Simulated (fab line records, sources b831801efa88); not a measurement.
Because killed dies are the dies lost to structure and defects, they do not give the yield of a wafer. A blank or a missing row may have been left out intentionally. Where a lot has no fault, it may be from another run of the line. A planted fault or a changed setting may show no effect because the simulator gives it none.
2 desks, one fault	flow gf180mcu	each desk has only its own numbers; what lay behind them comes last

== THE TOOL OWNER'S DESK: pvd_sputter-03 ==
The tool's own readings at GF_M1_SPUTTER_00 (material Ti, target thk 37.5 nm, time 150 s): means of the sampled wafers that have a number, for each lot that ran on this tool. Marked OUT: a lot whose mean sits more than 4 standard deviations from the usual mean, which makes it out of limits; the brackets give that distance.
Columns: A = throttle_valve_pct at GF_M1_SPUTTER_00, usual 30.4 %
lot	first seen here	A
L291	day 17 22:20	30.1
L300	day 21 00:37	30.6
Result from this desk: across the 2 lots, nothing is out of limits.

== AT THE METROLOGY DESK ==
Lot by lot, what the gauges showed, no matter which tool ran the lot: averages of those sampled wafers that carry a number. Marked OUT: a lot whose mean sits more than 4 standard deviations from the usual mean, which makes it out of limits; the brackets give that distance.
Columns: A = CONTACT_W_RS at GF_CONTACT_RS_MEAS_25, usual 0.387 ohm/sq; B = CONTACT_W_THK at GF_CONTACT_THK_MEAS_26, usual 301 nm
lot	first seen here	A	B
L291	day 17 21:53	0.387	298
L299	day 20 16:01	0.387	302
L300	day 20 23:17	0.388	298
L303	day 22 00:02	0.388	303
L304	day 22 11:49	0.391	295
Result from this desk: across the 5 lots, nothing is out of limits.

== ALL TOGETHER ==
The desk of the tool owner found nothing out of limits.
Metrology desk: nothing out of limits seen.

== WHAT THE SIMULATOR HAD PUT IN ==
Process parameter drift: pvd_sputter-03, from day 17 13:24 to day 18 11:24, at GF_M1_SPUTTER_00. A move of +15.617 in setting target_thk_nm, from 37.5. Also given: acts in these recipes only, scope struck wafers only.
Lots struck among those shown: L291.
